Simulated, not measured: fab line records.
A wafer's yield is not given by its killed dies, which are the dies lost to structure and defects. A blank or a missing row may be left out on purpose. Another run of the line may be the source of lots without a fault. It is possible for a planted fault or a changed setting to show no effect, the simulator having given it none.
fab line records    flow sky130
[record] lots = 12  wafers = 36  last-day = 50
route steps=708 shown FIELD_ISO@18 VT_ADJUST_LVTN@110 VT_ADJUST_NCORE@126 PAD_OPEN@708
lots that met no fault: taken from a fault-free run of the same line
start-h: the number of hours between the record's first day and the start of the first shown wafer of the lot    wait-h: hours from the lot's prior step to this one    " as in the row above    L1.1+2: a row that stands for several wafers    - value missing, or start not given    * or withheld: withheld    < > ~ a bound
route shown NAME@n: NAME is a module with steps in the file, n the number in the route of the first one    usual: mean and standard deviation over wafers with no fault    same: alike in all rows    chamber/n: place in a boat    sites: per-site readings    _std_site: standard deviation across them    _edge_site: inner sites' mean taken away from outer sites' mean    radius-mm: for every site, how far away it sits from the centre of the wafer    mask NAME#n: copy n    behind: the last tool/chamber to shape the wafer    hold: cause of the lot's hold/its duration in hours/its outcome    device: the transistor (n, p or np) that didn't switch    end of line: at the end of the route, the tests of the same wafers    for a step that has no rows: nothing shown but its recipe    killed: count of dies lost to structure and defects at first sort (not the wafer's yield)    map: the dies of a wafer, with x for killed, . for not killed, _ for no die there
set.NAME: setting as actually run; set.NAME@STEP: the setting as run at that earlier step    model.NAME: the simulator's own value behind a step, which no gauge read
route steps across a sampled set of lots; one table per step, one row per wafer
services: the hour from which a tool's chamber was out of use, counted from the record's first day as start-h (under 0 if before that day), plus the number of hours and why
[[steps]]
[step SKY_FIELD_ISO_ETCH_17]
[recipe] target-depth-a = 3420  mask-material = Si3N4  chemistry = HBr/Cl2/O2  target = Si  taper-deg = 5  icp-w = 600  bias-w = 150  pressure-mtorr = 15  HBr_flow_sccm = 150  Cl2_flow_sccm = 40  O2_flow_sccm = 6  time-s = 97.7
[usual] drypump-motor-current-A = 5.8/0.49  oes-product-au = 1.005/0.017  throttle-valve-pct = 25.653/0.014
lot.wafer  tool       chamber  start-h  wait-h  drypump-motor-current-A  oes-product-au  rf-hours-counter-h  throttle-valve-pct
L425.2     rie-si-02  0        43.78    0.1     5.8                      0.994           1                   25.648
L425.4     "          1        "        "       5.8                      0.989           3                   25.653
L425.5     "          2        "        "       5.6                      1.016           -                   25.656
L426.3     rie-si-01  2        49.13    0.0     5.3                      1.032           104                 25.639
L426.4     "          1        "        "       5.2                      1.015           127                 25.643
L426.6     "          2        "        "       5.3                      1.028           -                   25.635
L430.3     rie-si-01  3        69.57    0.0     6.5                      1.000           98                  25.656
L430.4     "          1        "        "       5.1                      1.021           127                 25.652
L430.5     "          2        "        "       5.3                      1.025           -                   25.636
L431.4     rie-si-02  1        75.12    0.0     5.8                      0.987           3                   25.683
L431.5     "          3        "        "       5.9                      1.016           -                   25.647
L431.6     "          2        "        "       5.6                      1.015           -                   25.625
L432.3     rie-si-01  1        80.77    0.0     5.2                      1.009           127                 25.656
L432.5     "          3        "        "       6.5                      1.003           -                   25.651
L432.6     "          0        "        "       6.6                      0.990           -                   25.662
L436.1     rie-si-02  3        102.18   0.1     5.9                      1.016           69                  25.653
L436.2     "          2        "        "       5.6                      1.000           112                 25.653
L436.5     "          0        "        "       5.8                      0.977           -                   25.679
L437.2     rie-si-01  1        106.12   0.1     5.2                      1.023           127                 25.623
L437.3     "          3        "        "       6.5                      0.997           98                  25.650
L437.5     "          0        "        "       6.6                      0.981           -                   25.664
L439.1     rie-si-02  0        119.58   0.1     5.8                      0.986           1                   25.669
L439.3     "          3        "        "       5.9                      1.006           69                  25.650
L439.4     "          2        "        "       5.6                      1.008           112                 25.647
L440.2     rie-si-01  2        122.97   0.1     5.3                      1.024           104                 25.632
L440.3     "          0        "        "       6.6                      0.992           2                   25.645
L440.6     "          3        "        "       6.5                      1.000           -                   25.657
L442.2     rie-si-02  0        134.58   0.1     5.8                      0.985           2                   25.684
L442.4     "          2        "        "       5.6                      1.007           112                 25.649
L442.6     "          0        "        "       5.8                      0.985           -                   25.663
L444.2     rie-si-02  0        147.48   0.1     5.8                      0.993           2                   25.668
L444.3     "          2        "        "       5.6                      1.016           113                 25.645
L444.5     "          0        "        "       5.8                      0.986           -                   25.663
L445.2     rie-si-01  0        155.08   0.1     6.6                      0.987           3                   25.669
L445.5     "          1        "        "       5.1                      1.022           -                   25.619
L445.6     "          2        "        "       5.3                      1.037           -                   25.625
[step SKY_FIELD_ISO_THK_MEAS_23]
[recipe] reads = SiO2_of_FIELD_ISO_OXIDATION_22
[usual] FIELD_ISO_OXIDATION_01_THK = 10.08/0.18
lot.wafer  tool           chamber  start-h  wait-h  FIELD_ISO_OXIDATION_01_THK[nm]
L425.2     film-metro-02  -        45.31    0.0     10.04
L425.4     "              -        "        "       10.27
L425.5     "              -        "        "       10.24
L426.3     film-metro-02  -        50.67    0.0     9.89
L426.4     "              -        "        "       9.96
L426.6     "              -        "        "       9.87
L430.3     film-metro-01  -        71.13    0.0     10.00
L430.4     "              -        "        "       9.99
L430.5     "              -        "        "       10.05
L431.4     film-metro-02  -        77.92    0.0     10.09
L431.5     "              -        "        "       9.92
L431.6     "              -        "        "       9.88
L432.3     film-metro-03  -        83.84    0.0     9.87
L432.5     "              -        "        "       9.97
L432.6     "              -        "        "       10.14
L436.1     film-metro-02  -        105.12   0.0     10.11
L436.2     "              -        "        "       9.93
L436.5     "              -        "        "       10.05
L437.2     film-metro-02  -        109.63   0.0     10.02
L437.3     "              -        "        "       9.82
L437.5     "              -        "        "       9.82
L439.1     film-metro-02  -        124.40   0.0     10.29
L439.3     "              -        "        "       10.38
L439.4     "              -        "        "       10.32
L440.2     film-metro-03  -        129.97   0.0     10.29
L440.3     "              -        "        "       10.26
L440.6     "              -        "        "       10.37
L442.2     film-metro-01  -        139.56   0.0     10.07
L442.4     "              -        "        "       10.28
L442.6     "              -        "        "       10.27
L444.2     film-metro-01  -        149.02   0.0     10.14
L444.3     "              -        "        "       10.25
L444.5     "              -        "        "       10.23
L445.2     film-metro-03  -        156.63   0.0     10.31
L445.5     "              -        "        "       10.15
L445.6     "              -        "        "       10.35
[step SKY_VT_ADJUST_LVTN_COAT_13]
[recipe] resist = NOVOLAK  spin-rpm = 3000  resist-thk-nm = 1140
[usual] spin-speed-rpm = 3000.0/2
lot.wafer  tool            chamber  start-h  wait-h  spin-speed-rpm
L425.2     litho-track-04  0        165.83   0.1     2995.0
L425.4     "               0        "        "       3002.9
L425.5     "               0        "        "       2996.3
L426.3     litho-track-03  0        173.10   0.1     3000.6
L426.4     "               0        "        "       3001.1
L426.6     "               0        "        "       3002.0
L430.3     litho-track-01  0        200.71   0.1     3001.7
L430.4     "               0        "        "       3001.7
L430.5     "               0        "        "       3002.5
L431.4     litho-track-04  0        211.28   0.1     3061.9
L431.5     "               0        "        "       3058.8
L431.6     "               0        "        "       3059.4
L432.3     litho-track-04  0        215.50   0.1     3061.2
L432.5     "               0        "        "       3060.4
L432.6     "               0        "        "       3059.7
L436.1     litho-track-01  0        243.71   0.1     3000.5
L436.2     "               0        "        "       2998.7
L436.5     "               0        "        "       3000.0
L437.2     litho-track-03  0        250.53   0.1     3000.8
L437.3     "               0        "        "       3000.2
L437.5     "               0        "        "       3002.8
L440.2     litho-track-01  0        279.69   0.1     3001.4
L440.3     "               0        "        "       2996.9
L440.6     "               0        "        "       2998.4
L439.1     litho-track-03  0        280.35   0.1     3000.4
L439.3     "               0        "        "       3000.6
L439.4     "               0        "        "       2999.9
L442.2     litho-track-04  0        290.63   0.1     2998.0
L442.4     "               0        "        "       2997.3
L442.6     "               0        "        "       3001.4
L444.2     litho-track-04  0        301.68   0.1     3004.0
L444.3     "               0        "        "       2998.8
L444.5     "               0        "        "       3000.7
L445.2     litho-track-04  0        309.23   0.1     3002.6
L445.5     "               0        "        "       3006.4
L445.6     "               0        "        "       3002.1
[step SKY_VT_ADJUST_LVTN_STRIP_20]
[recipe] chemistry = O2/N2  power-w = 1400  pressure-mtorr = 1500  platen-temp-c = withheld  o2-flow-sccm = 3000  n2-flow-sccm = 300  overash-fraction = 0.5
[usual] drypump-motor-current-A = 5.49/0.16  oes-product-au = 0.716/0.0046  strip-time-to-endpoint-s = 14.19/0.036
lot.wafer  tool             chamber  start-h  wait-h  drypump-motor-current-A  oes-product-au  rf-hours-counter-h  strip-time-to-endpoint-s
L425.2     plasma-asher-04  1        176.19   0.1     5.40                     0.714           5                   14.21
L425.4     "                0        "        "       5.60                     0.715           -                   14.19
L425.5     "                0        "        "       5.58                     0.713           -                   14.18
L426.3     plasma-asher-04  0        183.52   0.2     5.59                     0.715           -                   14.20
L426.4     "                1        "        "       5.42                     0.716           -                   14.15
L426.6     "                0        "        "       5.56                     0.703           -                   14.17
L430.3     plasma-asher-04  0        212.02   0.1     5.59                     0.717           -                   14.19
L430.4     "                1        "        "       5.43                     0.713           -                   14.23
L430.5     "                1        "        "       5.39                     0.722           -                   14.19
L431.4     plasma-asher-02  0        222.48   0.1     5.81                     0.715           -                   14.03
L431.5     "                1        "        "       5.55                     0.719           -                   14.02
L431.6     "                0        "        "       5.86                     0.716           -                   14.06
L432.3     plasma-asher-01  1        226.82   0.1     5.33                     0.710           -                   14.06
L432.5     "                0        "        "       5.25                     0.724           -                   14.05
L432.6     "                1        "        "       5.35                     0.707           -                   14.03
L436.1     plasma-asher-02  1        255.44   0.1     5.57                     0.716           43                  14.21
L436.2     "                0        "        "       5.77                     0.714           43                  14.26
L436.5     "                0        "        "       5.82                     0.719           -                   14.21
L437.2     plasma-asher-04  0        262.09   0.1     5.60                     0.717           14                  14.13
L437.3     "                1        "        "       5.43                     0.717           -                   14.11
L437.5     "                1        "        "       5.44                     0.716           -                   14.11
L440.2     plasma-asher-04  1        292.64   0.1     5.44                     0.713           18                  14.15
L440.3     "                1        "        "       5.44                     0.716           -                   14.17
L440.6     "                1        "        "       5.44                     0.718           -                   14.18
L439.1     plasma-asher-04  0        293.24   0.1     5.60                     0.713           18                  14.18
L439.3     "                0        "        "       5.59                     0.719           -                   14.18
L439.4     "                1        "        "       5.42                     0.713           -                   14.20
L442.2     plasma-asher-02  1        303.69   0.1     5.57                     0.719           47                  14.20
L442.4     "                0        "        "       5.86                     0.712           -                   14.18
L442.6     "                0        "        "       5.87                     0.711           -                   14.18
L444.2     plasma-asher-01  1        314.49   0.1     5.40                     0.708           62                  14.18
L444.3     "                0        "        "       5.27                     0.718           -                   14.15
L444.5     "                0        "        "       5.27                     0.719           -                   14.16
L445.2     plasma-asher-04  1        322.29   0.1     5.41                     0.721           21                  14.18
L445.5     "                1        "        "       5.42                     0.711           -                   14.19
L445.6     "                0        "        "       5.61                     0.702           -                   14.21
[step SKY_VT_ADJUST_NCORE_CD_MEAS_07]
[recipe] target-cd-nm = 380
[usual] cd-nm = 379.3/2.6
lot.wafer  tool       chamber  start-h  wait-h  cd-nm
L425.2     cd-sem-02  -        196.77   0.1     377.0
L425.4     "          -        "        "       382.7
L425.5     "          -        "        "       380.8
L426.3     cd-sem-02  -        204.95   0.1     379.3
L426.4     "          -        "        "       378.3
L426.6     "          -        "        "       380.1
L430.3     cd-sem-02  -        234.09   0.1     379.7
L430.4     "          -        "        "       379.4
L430.5     "          -        "        "       377.5
L431.4     cd-sem-01  -        244.97   0.1     375.1
L431.5     "          -        "        "       377.5
L431.6     "          -        "        "       376.9
L432.3     cd-sem-02  -        249.20   0.1     379.8
L432.5     "          -        "        "       379.6
L432.6     "          -        "        "       381.1
L436.1     cd-sem-01  -        279.45   0.1     378.2
L436.2     "          -        "        "       380.2
L436.5     "          -        "        "       381.1
L437.2     cd-sem-02  -        286.38   0.1     375.7
L437.3     "          -        "        "       371.6
L437.5     "          -        "        "       373.5
L440.2     cd-sem-01  -        318.58   0.1     377.2
L440.3     "          -        "        "       377.5
L440.6     "          -        "        "       375.3
L439.1     cd-sem-02  -        319.46   0.1     380.7
L439.3     "          -        "        "       380.1
L439.4     "          -        "        "       380.9
L442.2     cd-sem-02  -        330.03   0.1     380.1
L442.4     "          -        "        "       379.9
L442.6     "          -        "        "       382.2
L444.2     cd-sem-02  -        340.53   0.1     381.5
L444.3     "          -        "        "       378.4
L444.5     "          -        "        "       379.3
L445.2     cd-sem-01  -        349.43   0.1     380.4
L445.5     "          -        "        "       380.9
L445.6     "          -        "        "       382.9
[step SKY_PAD_OPEN_PROBE_99]
[usual] killed_at_M0_to_M3 = 42/6.3  killed_at_M4_up = 3.2/1.9  killed-at-contacts = 24/5.8  killed-at-front-end = 15/4.3  killed-at-other = 0.2/0.62  killed-dies = 85/9.3  killed-on-rim = 16/3.3  killed-open = 46/6.8  killed-short = 38/6.1
[same] gross-dies = 492  killed-at-back-side = 0
lot.wafer  tool       chamber  start-h  wait-h  killed_at_M0_to_M3  killed_at_M4_up  killed-at-contacts  killed-at-front-end  killed-at-other  killed-dies  killed-on-rim  killed-open  killed-short
L436.1     prober-02  -        1148.54  0.1     46                  4                15                  13                   0                78           19             42           36
L436.2     prober-02  -        1148.59  0.1     40                  8                19                  13                   0                80           11             45           35
L436.5     prober-02  -        1148.74  0.2     38                  3                20                  11                   0                72           16             39           33
L437.2     prober-01  -        1177.44  0.1     49                  0                24                  14                   0                87           17             42           43
L437.3     prober-01  -        1177.49  0.2     49                  2                22                  26                   0                99           19             55           44
L437.5     prober-01  -        1177.59  0.2     51                  0                28                  18                   0                97           28             56           40
L440.2     prober-01  -        1179.74  0.1     50                  5                19                  14                   0                88           20             47           41
L440.3     prober-01  -        1179.79  0.2     40                  6                29                  16                   0                91           12             45           45
L440.6     prober-01  -        1179.94  0.2     43                  2                16                  16                   0                77           22             36           40
L439.1     prober-01  -        1184.41  0.1     39                  2                23                  12                   0                76           15             46           30
L439.3     prober-01  -        1184.51  0.2     50                  3                28                  8                    0                89           11             49           40
L439.4     prober-01  -        1184.56  0.2     40                  5                33                  13                   0                91           22             55           35
// killed by level:class
L436.1 VIA3:geometric-particle:open=8 VIA1:geometric-particle:open=7 METAL2:geometric-particle:short=7 METAL1:geometric-particle:short=6 VIA2:geometric-particle:open=6 LI_CONTACT:geometric-particle:open=5 FIELD_ISO:geometric-particle:open=4 CONTACT:geometric-particle:short=4
L436.2 VIA1:geometric-particle:open=14 LI_CONTACT:geometric-particle:open=7 METAL4:geometric-particle:short=6 CONTACT:geometric-particle:open=5 METAL3:geometric-particle:short=5 POLY_GATE:geometric-particle:open=4 VIA1:geometric-particle:short=4 VIA3:geometric-particle:open=4
L436.5 CONTACT:geometric-particle:open=10 VIA3:geometric-particle:open=9 VIA1:geometric-particle:open=7 METAL2:geometric-particle:short=5 VIA1:geometric-particle:short=4 LOCAL_INTERCONNECT:geometric-particle:short=4 METAL1:geometric-particle:short=4 FIELD_ISO:geometric-particle:open=3
L437.2 METAL1:geometric-particle:short=9 VIA1:geometric-particle:open=8 VIA3:geometric-particle:open=8 VIA1:geometric-particle:short=6 LOCAL_INTERCONNECT:geometric-particle:short=6 CONTACT:geometric-particle:open=6 VIA2:geometric-particle:open=6 POLY_GATE:geometric-particle:short=4
L437.3 VIA1:geometric-particle:open=11 FIELD_ISO:geometric-particle:open=8 VIA3:geometric-particle:open=7 CONTACT:geometric-particle:open=7 LI_CONTACT:geometric-particle:open=6 METAL2:geometric-particle:short=6 VIA2:geometric-particle:open=6 CONTACT:geometric-particle:short=5
L437.5 VIA1:geometric-particle:short=14 CONTACT:geometric-particle:open=12 VIA1:geometric-particle:open=11 LI_CONTACT:geometric-particle:open=8 VIA2:geometric-particle:open=8 FIELD_ISO:geometric-particle:open=4 POLY_GATE:geometric-particle:open=4 POLY_GATE:geometric-particle:short=3
L440.2 VIA1:geometric-particle:open=13 VIA2:geometric-particle:open=7 METAL3:geometric-particle:short=7 POLY_GATE:geometric-particle:short=6 VIA3:geometric-particle:open=6 CONTACT:geometric-particle:open=6 CONTACT:geometric-particle:short=5 METAL2:geometric-particle:short=5
L440.3 CONTACT:geometric-particle:open=16 VIA1:geometric-particle:open=9 METAL2:geometric-particle:short=6 METAL4:geometric-particle:short=6 VIA2:geometric-particle:short=6 FIELD_ISO:geometric-particle:short=5 VIA2:geometric-particle:open=5 LOCAL_INTERCONNECT:geometric-particle:short=4
L440.6 VIA2:geometric-particle:open=8 METAL2:geometric-particle:short=7 METAL1:geometric-particle:short=6 FIELD_ISO:geometric-particle:short=5 LI_CONTACT:geometric-particle:open=5 VIA3:geometric-particle:open=5 VIA1:geometric-particle:open=5 CONTACT:geometric-particle:open=4
L439.1 VIA1:geometric-particle:open=14 LI_CONTACT:geometric-particle:open=10 VIA3:geometric-particle:open=6 FIELD_ISO:geometric-particle:short=5 LI_CONTACT:geometric-particle:short=5 CONTACT:geometric-particle:open=5 METAL2:geometric-particle:short=5 METAL1:geometric-particle:open=4
L439.3 LI_CONTACT:geometric-particle:open=11 VIA1:geometric-particle:open=9 METAL2:geometric-particle:short=7 VIA3:geometric-particle:open=7 CONTACT:geometric-particle:short=5 VIA2:geometric-particle:open=5 VIA3:geometric-particle:short=5 CONTACT:geometric-particle:open=4
L439.4 VIA1:geometric-particle:open=13 CONTACT:geometric-particle:open=10 LI_CONTACT:geometric-particle:open=8 VIA3:geometric-particle:open=8 METAL2:geometric-particle:short=6 FIELD_ISO:geometric-particle:open=5 CONTACT:geometric-particle:short=5 POLY_GATE:geometric-particle:open=4
[[services]]
tool             chamber  start-h  hours  kind
plasma-asher-01  -        53.51    2.7    repair
rie-si-01        0        55.93    1.1    repair
plasma-asher-02  -        81.83    6.7    repair
plasma-asher-04  -        108.75   9.0    pm
plasma-asher-04  0        108.75   9.0    vent-cycle
plasma-asher-04  1        108.75   9.0    vent-cycle
rie-si-01        -        117.07   0.6    repair
plasma-asher-04  0        117.75   -      clean
plasma-asher-04  1        117.75   -      clean
rie-si-02        1        137.29   10.8   repair
plasma-asher-04  -        160.57   2.8    repair
rie-si-01        1        180.64   -      clean
rie-si-01        1        180.64   18.8   scheduled-down
rie-si-01        1        180.64   18.8   vent-cycle
rie-si-01        -        187.03   1.3    repair
rie-si-02        3        196.25   6.4    repair
rie-si-01        -        214.81   28.1   pm
rie-si-02        2        244.11   -      clean
rie-si-02        2        244.11   17.9   scheduled-down
rie-si-02        2        244.11   17.9   vent-cycle
plasma-asher-01  -        247.52   18.3   repair
rie-si-01        1        253.52   16.8   repair
rie-si-01        2        265.42   8.1    repair
rie-si-02        1        269.70   5.5    repair
[[key]]
[first-sign] step = SKY_VT_ADJUST_LVTN_COAT_13  reading = spin-speed-rpm  direction = up  sigmas = 30  usual = 3000.0  struck = 3060.2
[effect] step = SKY_VT_ADJUST_LVTN_STRIP_20  reading = strip-time-to-endpoint-s  direction = down  sigmas = 4  usual = *  struck = *
met-at SKY_VT_ADJUST_LVTN_COAT_13
struck-lots L431,L432
tester-left-out L431,L432
not-acting-at SKY_FIELD_ISO_ETCH_17,SKY_FIELD_ISO_THK_MEAS_23,SKY_VT_ADJUST_NCORE_CD_MEAS_07
onset-between 165.83 211.28
[fault] kind = process-parameter-drift  tool = litho-track-04  chamber = -  onset-h = 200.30  steps = SKY_VT_ADJUST_LVTN_COAT_13  channel = spin-rpm  offset = 61.631  shape = step  end-h = 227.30  acts-in = these-recipes-only  stated = 3000
// tester-left-out: of these lots the tester's yield and bins aren't shown, on N5 and GAA mostly nor the transistor test; their killed dies are dies lost to structure and defects alone, not to doping, threshold or leakage, so they don't give the yield
